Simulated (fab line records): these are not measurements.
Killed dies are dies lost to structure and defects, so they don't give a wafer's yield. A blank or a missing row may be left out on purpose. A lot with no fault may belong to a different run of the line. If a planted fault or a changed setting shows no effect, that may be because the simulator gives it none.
2 desks looking at one fault ; flow gf180mcu ; each desk holds nothing but its own numbers, with what lay behind them at the end

METROLOGY DESK
Means of the sampled wafers that have a number, per lot and without regard to the tool the lot ran on: this is what the gauges read. If a lot's mean is further than 4 standard deviations from the usual mean, the lot is out of limits and carries the mark OUT (the distance appears in the brackets).
Columns: A = V3_CVD_00_THK at GF_V3_THK_MEAS_01, usual 604 nm; B = V3_W_RS at GF_V3_RS_MEAS_24, usual 0.3285 ohm/sq; C = V3_W_THK at GF_V3_THK_MEAS_25, usual 359 nm
lot;first seen here;A;B;C
L361;day 21 07:05;604;0.3324;358
L362;day 21 16:25;605;0.3315;356
L364;day 22 12:24;603;0.3285;360
L366;day 23 08:03;606;0.3284;359
L367;day 23 10:18;611;0.3263;360
L369;day 24 06:04;602;0.3267;357
L373;day 25 16:28;603;0.3260;362
L374;day 25 19:23;613;0.3301;362
L375;day 26 07:16;602;0.3240;361
L380;day 27 18:47;602;0.3310;354
L381;day 28 03:54;597;0.3485 (+7.1) OUT;339 (-5.4) OUT
This desk finds L381 out of limits, with the earliest case on L381 at day 29 00:30 (V3_W_RS at GF_V3_RS_MEAS_24). Within limits: L361, L362, L364, L366, L367, L369, L373, L374, L375, L380.

AT THE TOOL OWNER'S DESK: cvd w-02
The tool's own readings at GF_V3_CVD_23 (deposits W, target thk 350 nm, time 104.9 s): means of the sampled wafers that have a number, for each lot that ran on this tool. If a lot's mean is further than 4 standard deviations from the usual mean, the lot is out of limits and carries the mark OUT (the distance appears in the brackets).
Columns: A = chamber pressure Torr at GF_V3_CVD_23, usual 40.00 Torr; B = heater power w at GF_V3_CVD_23, usual 867 W
lot;first seen here;A;B
L364;day 23 12:20;40.01;865
L366;day 24 07:42;39.99;830
L373;day 26 14:17;40.07;795
L374;day 26 17:23;40.10;856
L381;day 29 00:23;36.67 (-37) OUT;813
This desk finds L381 out of limits, L381 being first, at day 29 00:23 (chamber pressure Torr at GF_V3_CVD_23). Within limits: L364, L366, L373, L374.

TAKEN TOGETHER
An alarm could have come from the tool owner's desk at day 29 00:23, on L381.
Metrology desk: alarm possible at day 29 00:30 on L381.
On cvd w-02, each named lot ran GF_V3_CVD_23.

WHAT WAS PUT IN BY THE SIMULATOR
cvd w-02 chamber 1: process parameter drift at GF_V3_CVD_23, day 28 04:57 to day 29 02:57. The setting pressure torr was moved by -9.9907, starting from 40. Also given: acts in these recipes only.
Lots struck among those shown: L381.
Delay (hours) between the fault's onset and each desk's first out-of-limits reading: 19 at the tool owner's desk, 20 at the metrology desk.
